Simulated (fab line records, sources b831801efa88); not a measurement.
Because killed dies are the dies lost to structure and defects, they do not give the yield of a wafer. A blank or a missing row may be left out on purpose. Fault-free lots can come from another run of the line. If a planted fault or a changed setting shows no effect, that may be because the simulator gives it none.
What tool caused it? | flow sky130 | Sampling: 14 lots, 42 wafers, 3 of 708 route steps

== WHAT EACH GAUGE READ, for each wafer ==
SKY_VIA1_BOW_MEAS_03.
lot  | measured     | on            | VIA1_BOW (um)
L435 | day 32 11:44 | film metro-01 | 85 74 72
L436 | day 33 00:13 | film metro-01 | 86 91 83
L437 | day 34 04:01 | film metro-03 | 84 80 91
L439 | day 34 18:56 | film metro-03 | 73 74 89
L440 | day 34 19:55 | film metro-01 | 80 77 82
L438 | day 34 20:52 | film metro-03 | 90 79 76
L441 | day 35 06:03 | film metro-03 | 83 83 91
L443 | day 35 14:52 | film metro-04 | 71 87 83
L444 | day 35 20:47 | film metro-03 | 86 80 72
L445 | day 35 21:41 | film metro-04 | 73 76 85
L446 | day 36 13:15 | film metro-03 | 79 73 79
L448 | day 36 22:32 | film metro-01 | 77 82 79
L456 | day 39 08:18 | film metro-04 | 73 78 76
L457 | day 39 09:04 | film metro-01 | 83 67 76

SKY_VIA2_CD_MEAS_12: target cd 200 nm.
lot  | measured     | on        | cd nm (nm)
L435 | day 35 21:38 | cd sem-01 | 197.8 199.5 200.0
L436 | day 36 09:04 | cd sem-02 | 199.9 200.5 200.2
L437 | day 37 11:40 | cd sem-02 | 201.0 199.2 200.9
L439 | day 38 03:26 | cd sem-02 | 199.1 200.4 199.8
L440 | day 38 04:40 | cd sem-01 | 195.9 195.8 196.6
L438 | day 38 05:22 | cd sem-02 | 200.7 200.0 201.1
L441 | day 38 13:01 | cd sem-02 | 202.2 201.1 199.4
L443 | day 38 22:37 | cd sem-02 | 201.3 200.5 201.1
L444 | day 39 05:11 | cd sem-02 | 200.8 201.1 202.0
L445 | day 39 06:16 | cd sem-01 | 202.3 201.1 201.8
L446 | day 39 18:35 | cd sem-01 | 198.8 199.1 200.4
L448 | day 40 03:44 | cd sem-01 | 199.2 199.9 197.7
L456 | day 42 11:26 | cd sem-02 | 197.8 198.9 198.3
L457 | day 42 13:07 | cd sem-02 | 199.1 199.7 200.2

== WHAT TOOL EACH LOT RAN ON (gives the tool, then ch and the chambers of the sampled wafers, and finally the start) ==
lot  | SKY_METAL2_SPUTTER_00
L435 | pvd sputter-03, day 33 15:35
L436 | pvd sputter-04, day 34 03:44
L437 | pvd sputter-04, day 35 06:56
L439 | pvd sputter-04, day 35 22:43
L440 | pvd sputter-03, day 35 23:26
L438 | pvd sputter-04, day 36 00:17
L441 | pvd sputter-03, day 36 08:05
L443 | pvd sputter-04, day 36 17:12
L444 | pvd sputter-03, day 36 23:26
L445 | pvd sputter-03, day 37 01:04
L446 | pvd sputter-02, day 37 16:31
L448 | pvd sputter-02, day 38 01:50
L456 | pvd sputter-04, day 40 09:06
L457 | pvd sputter-04, day 40 10:33
- SKY_METAL2_SPUTTER_00: material Ti, target thk 15 nm, time 10 s.

== WHAT THE TOOLS THEMSELVES READ (means of the sampled wafers that have a number; where no wafer has one, the mark that the record gives instead) ==
SKY_METAL2_SPUTTER_00.
lot  | tool           | throttle valve pct (%)
L435 | pvd sputter-03 | 30.4
L436 | pvd sputter-04 | 29.8
L437 | pvd sputter-04 | 29.4
L439 | pvd sputter-04 | 29.7
L440 | pvd sputter-03 | 29.5
L438 | pvd sputter-04 | 30.1
L441 | pvd sputter-03 | 30.0
L443 | pvd sputter-04 | 29.4
L444 | pvd sputter-03 | 30.5
L445 | pvd sputter-03 | 30.6
L446 | pvd sputter-02 | 29.3
L448 | pvd sputter-02 | 30.4
L456 | pvd sputter-04 | 29.5
L457 | pvd sputter-04 | 29.8

== THE ANSWER, worked out from the rows above alone ==
Rule: what is usual is taken from the lots themselves. The widest of any qualifying gaps counts: lots, ordered by their means at a reading, are off when they make up no more than a third of the lots, leave a main group of 4 or more, and stand apart from it by 3 or more times the standard deviation of that group's means. A main group whose means are all the same, to the digits that the tables above print for the reading, isn't used. A lot without any number at a reading at which 4 lots or more have one is off too. Any other lot the step has rows for is counted as sound. First the gauges in route order, then the tools' own readings, where a lot's mean is used as printed above. The first step at which some lot is off is used, and at that step the reading that is off furthest; a lot without a number counts as furthest.
None of the lots is off at any reading shown; this tells nothing.

== WHAT THE SIMULATOR PUT IN ==
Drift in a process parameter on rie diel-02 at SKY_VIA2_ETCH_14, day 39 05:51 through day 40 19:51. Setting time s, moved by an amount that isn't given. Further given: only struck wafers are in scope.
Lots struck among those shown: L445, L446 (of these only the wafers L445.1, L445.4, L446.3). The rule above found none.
